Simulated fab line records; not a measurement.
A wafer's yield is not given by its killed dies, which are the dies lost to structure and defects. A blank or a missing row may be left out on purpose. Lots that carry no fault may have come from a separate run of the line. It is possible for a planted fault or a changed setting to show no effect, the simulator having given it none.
Code-filled problem report in 8D (eight disciplines) form + flow sky130 + the parts of the form that need people (team, actions taken, sign-off) are left out

== 1. WHAT IS WRONG ==
Wafers free of any fault read 371.5 (standard deviation 2.2) for PWDE_TW at SKY_PWDE_TW_MEAS_10, against a mean of 418.0 on 2 wafers of 2 lots. That is +21 standard deviations from the usual mean.
Seen first at day 5 16:11 on filmMetro-04, wafer L284.1. The record has a number at this step for 31 wafers belonging to 11 lots. Rule for "out" (also "out of limits"): further than 4 standard deviations from the usual mean. The other wafers with a number count as sound.

== 2. WHAT IT IS, WHAT IT ISN'T ==
| question                    | is                         | is not                                                                                       |
|-----------------------------|----------------------------|----------------------------------------------------------------------------------------------|
| which readings at this step | PWDE_TW                    | -                                                                                            |
| which lots                  | L284, L287                 | L279, L280, L281, L282, L283, L295, L296, L297, L299                                         |
| which wafers of those lots  | L284.1, L287.1             | L284.5, L287.5                                                                               |
| read on which gauges        | filmMetro-03, filmMetro-04 | filmMetro-02                                                                                 |
| when                        | from day 5 16:11           | up to then (16 sound wafers); but 13 sound wafers of L287, L295, L296, L297, L299 came after |

== 3. WHAT RULES OUT EACH SUSPECT ==
Counting: any tool at a process step up to the reading remains a suspect provided it ran every lot that is out. Sound lots after the first of them don't rule it out here, since some wafers of a struck lot are sound.
- the gauge at SKY_PWDE_TW_MEAS_10 is ruled out. Those wafers that are out were read across 2 gauges (filmMetro-03, filmMetro-04).
- rieDiel-04 at SKY_FIELD_ISO_ETCH_15 (etches the open film in CHF3/O2, stops on Si, target depth 180 nm, time 72 s): kept. Ran every lot that is out, first one L284 (day 3 23:07); last sound lot up to then L282 (day 3 12:42).
- cmp-01 at SKY_FIELD_ISO_CMP_27 (polishes, stops on Si3N4, t overpolish 16 s, target thk 457.8 nm): kept. Ran every lot that is out, first one L284 (day 4 02:57); last sound lot up to then L282 (day 3 16:29).
- implanter-01 at SKY_PWDE_IMPLANT_08: kept. Ran every lot that is out, first one L284 (day 5 15:53); last sound lot up to then L282 (day 5 07:34). Its own readings are out on those wafers: beamOnS, faradayCurrentUA.
The count leaves rieDiel-04 at SKY_FIELD_ISO_ETCH_15, cmp-01 at SKY_FIELD_ISO_CMP_27, and implanter-01 at SKY_PWDE_IMPLANT_08.

== 4. THE CAUSE (what the simulator had put in) ==
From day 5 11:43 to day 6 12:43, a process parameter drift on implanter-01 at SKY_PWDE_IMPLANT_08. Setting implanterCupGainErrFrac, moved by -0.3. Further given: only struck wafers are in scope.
3 suspects survive the count, and this tool is in that group.

== 5. THE EFFECT CHAIN, in route order ==
Each row: a reading whose mean over the struck wafers that have a number lies more than 3 standard deviations from the usual. Readings are gone through only where the record gives a usual standard deviation; hours: the median, over the lots, of the time from a lot's start at the first step in this table giving one to that lot's start at this step; sigmas: the change measured in usual standard deviations.
| hours | step                 | reading          | usual       | on struck wafers | change | sigmas |
|-------|----------------------|------------------|-------------|------------------|--------|--------|
| 0     | SKY_PWDE_IMPLANT_08  | beamOnS          | 10.01 s     | 14.14            | +4.13  | +19    |
| 0     | SKY_PWDE_IMPLANT_08  | faradayCurrentUA | 20.3        | 14.3             | -6.0   | -14    |
| 0     | SKY_PWDE_TW_MEAS_10  | PWDE_TW          | 371.5       | 418.0            | +46.5  | +21    |
| 39    | SKY_NWELL_RS_MEAS_31 | PWDE_RS          | 5279 ohm/sq | 4002             | -1276  | -85    |
Its process steps:
- SKY_PWDE_IMPLANT_08

== 6. HOW IT WOULD HAVE BEEN CAUGHT EARLIER ==
The first out-of-limits reading at a measuring or inspecting step in this record came at day 5 16:11, 4 hours after the fault's start at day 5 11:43.
Tool's own readings at SKY_PWDE_IMPLANT_08, beamOnS, faradayCurrentUA: out on all struck wafers the step has rows for; an alarm limit on them would have tripped on the first.
L287, from the lots that are out (2), started SKY_PWDE_IMPLANT_08 on implanter-01 later than day 5 16:11. A hold on the tool at that time would have spared it.
